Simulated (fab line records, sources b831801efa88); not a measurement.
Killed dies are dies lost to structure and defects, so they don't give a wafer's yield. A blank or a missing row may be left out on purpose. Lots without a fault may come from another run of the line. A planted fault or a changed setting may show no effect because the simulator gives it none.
Which tool did it? | flow sky130 | 12 lots, 36 wafers sampled, at 4 steps of a route of 708

WHAT THE GAUGES READ, wafer by wafer
SKY_CAPM_THK_MEAS_01. Usual: CAPM_CVD_00_THK 15.5 nm, standard deviation 0.33.
lot  | measured     | on            | CAPM_CVD_00_THK (nm) | flag
L784 | day 36 23:00 | film_metro-01 | 15.0 15.6 15.3       |
L788 | day 37 23:31 | film_metro-01 | 15.7 16.0 15.9       |
L787 | day 38 00:25 | film_metro-02 | 15.4 15.5 15.8       |
L789 | day 38 09:31 | film_metro-02 | 15.6 15.5 15.6       |
L792 | day 38 19:51 | film_metro-04 | 15.4 15.5 15.7       |
L800 | day 40 22:04 | film_metro-02 | 15.6 15.5 15.8       |
L801 | day 41 19:01 | film_metro-01 | 15.0 14.6 15.4       |
L802 | day 41 20:20 | film_metro-01 | 15.6 16.1 16.2       |
L803 | day 42 03:17 | film_metro-02 | 15.8 15.4 15.5       |
L805 | day 42 18:18 | film_metro-04 | 15.8 15.9 16.2       |
L806 | day 42 23:30 | film_metro-01 | 15.4 15.8 16.1       |
L807 | day 43 00:05 | film_metro-02 | 15.1 14.6 15.4       |

SKY_VIA3_BOW_MEAS_03. Usual: VIA3_BOW 81 um, standard deviation 8.3.
lot  | measured     | on            | VIA3_BOW (um) | flag
L784 | day 39 04:39 | film_metro-01 | 83 86 69      |
L788 | day 40 03:06 | film_metro-03 | 87 78 81      |
L787 | day 40 04:30 | film_metro-01 | 79 78 81      |
L789 | day 40 13:08 | film_metro-03 | 83 94 76      |
L792 | day 40 22:13 | film_metro-03 | 72 80 84      |
L800 | day 42 23:37 | film_metro-02 | 76 85 78      |
L801 | day 43 19:03 | film_metro-01 | 74 86 84      |
L802 | day 43 20:45 | film_metro-03 | 86 69 86      |
L803 | day 44 03:55 | film_metro-02 | 78 79 91      |
L805 | day 44 17:11 | film_metro-03 | 79 93 83      |
L806 | day 44 22:31 | film_metro-01 | 67 63 57      |
L807 | day 44 22:51 | film_metro-01 | 95 72 81      |

WHICH TOOL RAN EACH LOT (tool, then ch and the chambers of the sampled wafers, then the start)
lot  | SKY_CAPM_STRIP_14                    | SKY_METAL3_METAL_ETCH_18
L784 | plasma_asher-02 ch 0,1, day 38 00:47 | rie_metal-02 ch 0, day 39 03:13
L788 | plasma_asher-01 ch 0,1, day 39 00:05 | rie_metal-03 ch 0,1, day 40 01:48
L787 | plasma_asher-03 ch 0, day 39 01:26   | rie_metal-01 ch 1, day 40 03:11
L789 | plasma_asher-03 ch 0,1, day 39 10:29 | rie_metal-03 ch 0,1, day 40 11:44
L792 | plasma_asher-02 ch 0,1, day 39 19:35 | rie_metal-03 ch 0,1, day 40 20:53
L800 | plasma_asher-01 ch 0,1, day 41 22:32 | rie_metal-01 ch 0,1, day 42 22:02
L801 | plasma_asher-03 ch 0,1, day 42 18:22 | rie_metal-02 ch 0,1, day 43 17:44
L802 | plasma_asher-01 ch 0,1, day 42 19:58 | rie_metal-02 ch 0,1, day 43 19:28
L803 | plasma_asher-02 ch 0,1, day 43 02:40 | rie_metal-03 ch 0,1, day 44 02:35
L805 | plasma_asher-02 ch 0,1, day 43 16:58 | rie_metal-03 ch 0,1, day 44 15:47
L806 | plasma_asher-02 ch 1, day 43 21:50   | rie_metal-02 ch 0,1, day 44 21:13
L807 | plasma_asher-01 ch 1, day 43 22:25   | rie_metal-03 ch 1, day 44 21:34
- SKY_CAPM_STRIP_14: strips in O2/N2.
- SKY_METAL3_METAL_ETCH_18: etches the open film in Cl2/BCl3, stops on SiO2, target depth 845 nm, time 183.1 s.

WHAT THE TOOLS THEMSELVES READ (means of the sampled wafers that have a number; where no wafer has one, the mark that the record gives instead)
SKY_CAPM_STRIP_14. Usual: drypump_motor_current_A 5.5 A, standard deviation 0.41; o2_flow_sccm 2999 sccm, standard deviation 9.8; oes_product_au 0.710 a.u., standard deviation 0.0045; strip_time_to_endpoint_s 12.66 s, standard deviation 0.049.
lot  | tool            | drypump_motor_current_A (A) | o2_flow_sccm (sccm) | oes_product_au (a.u.) | strip_time_to_endpoint_s (s) | flag
L784 | plasma_asher-02 | 5.5                         | 2993                | 0.710                 | 12.62                        |
L788 | plasma_asher-01 | 5.5                         | 2998                | 0.708                 | 12.65                        |
L787 | plasma_asher-03 | 4.7                         | 2994                | 0.713                 | 12.63                        |
L789 | plasma_asher-03 | 5.5                         | 3002                | 0.711                 | 12.58                        |
L792 | plasma_asher-02 | 5.4                         | 2992                | 0.709                 | 12.64                        |
L800 | plasma_asher-01 | 5.8                         | 3014                | 0.710                 | 12.75                        |
L801 | plasma_asher-03 | 5.1                         | 2996                | 0.711                 | 12.60                        |
L802 | plasma_asher-01 | 5.8                         | 3002                | 0.704                 | 12.60                        |
L803 | plasma_asher-02 | 5.4                         | 3003                | 0.708                 | 12.64                        |
L805 | plasma_asher-02 | 5.5                         | 2996                | 0.708                 | 12.68                        |
L806 | plasma_asher-02 | 5.3                         | 3000                | 0.706                 | 12.69                        |
L807 | plasma_asher-01 | 5.3                         | 2995                | 0.713                 | 12.70                        |

SKY_METAL3_METAL_ETCH_18. Usual: bias_w 48.49 W, standard deviation 0.14; drypump_motor_current_A 5.82 A, standard deviation 0.26; oes_product_au 0.866 a.u., standard deviation 0.0067; throttle_valve_pct 22.264 %, standard deviation 0.01.
lot  | tool         | bias_w (W) | drypump_motor_current_A (A) | oes_product_au (a.u.) | throttle_valve_pct (%) | flag
L784 | rie_metal-02 | 48.43      | 6.30                        | 0.857                 | 22.272                 |
L788 | rie_metal-03 | 48.57      | 5.81                        | 0.872                 | 22.260                 |
L787 | rie_metal-01 | 48.59      | 5.90                        | 0.861                 | 22.266                 |
L789 | rie_metal-03 | 47.32      | 5.74                        | 0.866                 | 22.259                 | OFF
L792 | rie_metal-03 | 47.97      | 5.81                        | 0.859                 | 22.253                 | OFF
L800 | rie_metal-01 | 48.49      | 5.84                        | 0.865                 | 22.266                 |
L801 | rie_metal-02 | 48.64      | 5.62                        | 0.868                 | 22.270                 |
L802 | rie_metal-02 | 48.30      | 5.60                        | 0.869                 | 22.266                 |
L803 | rie_metal-03 | 48.60      | 5.76                        | 0.868                 | 22.256                 |
L805 | rie_metal-03 | 48.52      | 5.73                        | 0.863                 | 22.257                 |
L806 | rie_metal-02 | 48.39      | 5.61                        | 0.873                 | 22.260                 |
L807 | rie_metal-03 | 48.44      | 5.88                        | 0.869                 | 22.272                 |

THE ANSWER, worked out from the rows above alone
Rule: a lot is off if the mean of its wafers that have a number lies more than 3 standard deviations from the usual mean. A lot without any number at a reading at which 4 lots or more have one is off too. The other lots that the step has rows for count as sound. The gauges are gone through in route order, then the tools' own readings, and for those a lot's mean is taken as printed above. The first step at which some lot is off is used, and at that step the reading that is off furthest; a lot without a number counts as furthest.
Off: L789, L792, at SKY_METAL3_METAL_ETCH_18 (bias_w).
A tool fits if, at that step or a process step before it, it ran every lot that is off, and no sound lot after the first of them. None of those tried fits.

WHAT THE SIMULATOR HAD PUT IN
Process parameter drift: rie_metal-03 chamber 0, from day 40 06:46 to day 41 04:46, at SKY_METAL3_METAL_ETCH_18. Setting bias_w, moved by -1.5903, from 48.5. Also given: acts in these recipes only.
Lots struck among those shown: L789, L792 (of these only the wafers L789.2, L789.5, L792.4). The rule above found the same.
